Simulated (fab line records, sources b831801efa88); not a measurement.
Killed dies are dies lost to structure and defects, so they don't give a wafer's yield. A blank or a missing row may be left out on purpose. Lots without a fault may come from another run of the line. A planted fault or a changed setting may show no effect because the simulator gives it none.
One fault seen from 2 desks | flow gf180mcu | each desk has only its own numbers; what lay behind them comes last

THE METROLOGY DESK
What the gauges read, lot by lot, whatever tool the lot ran on: means of the sampled wafers that have a number. A lot is out of limits, marked OUT, if its mean lies more than 4 standard deviations from the usual mean; the brackets give that distance.
Columns: A = MIM_ALCU_THK at GF_MIM_THK_MEAS_11, usual 197.8 nm; B = PASSIVATION_CVD_00_THK at GF_PASSIVATION_THK_MEAS_01, usual 1001 nm
lot  | first seen here | A     | B
L189 | day 24 13:25    | 198.5 | 976
L190 | day 24 19:37    | 195.8 | 987
L192 | day 25 18:02    | 196.4 | 993
L193 | day 26 00:14    | 198.1 | 1010
L194 | day 26 08:47    | 197.3 | 1000
L197 | day 27 10:28    | 201.9 | 995
L205 | day 29 17:08    | 198.2 | 993
L206 | day 29 21:01    | 196.0 | 993
L207 | day 30 02:01    | 200.8 | 990
L209 | day 30 19:06    | 200.7 | 1004
L210 | day 30 22:25    | 195.1 | 1005
L211 | day 31 03:01    | 202.5 | 1004
L212 | day 31 11:27    | 201.7 | 989
This desk's finding: nothing out of limits on any of the 13 lots.

THE TOOL OWNER'S DESK: plasma_asher-01
The tool's own readings at GF_POLY_GATE_STRIP_14 (strips in O2/N2): means of the sampled wafers that have a number, for each lot that ran on this tool. A lot is out of limits, marked OUT, if its mean lies more than 4 standard deviations from the usual mean; the brackets give that distance.
Columns: A = chamber_pressure_mTorr at GF_POLY_GATE_STRIP_14, usual 1500.1 mTorr; B = drypump_motor_current_A at GF_POLY_GATE_STRIP_14, usual 5.8 A; C = heater_power_w at GF_POLY_GATE_STRIP_14, usual 321 W; D = n2_flow_sccm at GF_POLY_GATE_STRIP_14, usual 299.9 sccm; E = oes_product_au at GF_POLY_GATE_STRIP_14, usual 0.505 a.u.
lot  | first seen here | A      | B   | C   | D     | E
L189 | day 9 07:23     | 1499.9 | 5.7 | 335 | 299.9 | 0.504
L190 | day 9 12:55     | 1501.1 | 5.2 | 330 | 300.7 | 0.507
L192 | day 10 05:40    | 1501.8 | 5.4 | 337 | 300.3 | 0.503
L193 | day 10 13:14    | 1499.4 | 5.2 | 331 | 299.1 | 0.510
L194 | day 10 18:34    | 1501.0 | 5.5 | 338 | 299.1 | 0.508
L197 | day 11 19:40    | 1499.2 | 5.4 | 337 | 299.5 | 0.502
L206 | day 14 07:22    | 1500.7 | 5.5 | 329 | 300.1 | 0.501
L207 | day 14 11:40    | 1500.4 | 5.5 | 332 | 300.1 | 0.506
L210 | day 15 13:25    | 1500.4 | 5.7 | 337 | 300.8 | 0.502
This desk's finding: nothing out of limits on any of the 9 lots.

PUT TOGETHER
The metrology desk saw nothing out of limits.
The tool owner's desk saw nothing out of limits.

WHAT THE SIMULATOR HAD PUT IN
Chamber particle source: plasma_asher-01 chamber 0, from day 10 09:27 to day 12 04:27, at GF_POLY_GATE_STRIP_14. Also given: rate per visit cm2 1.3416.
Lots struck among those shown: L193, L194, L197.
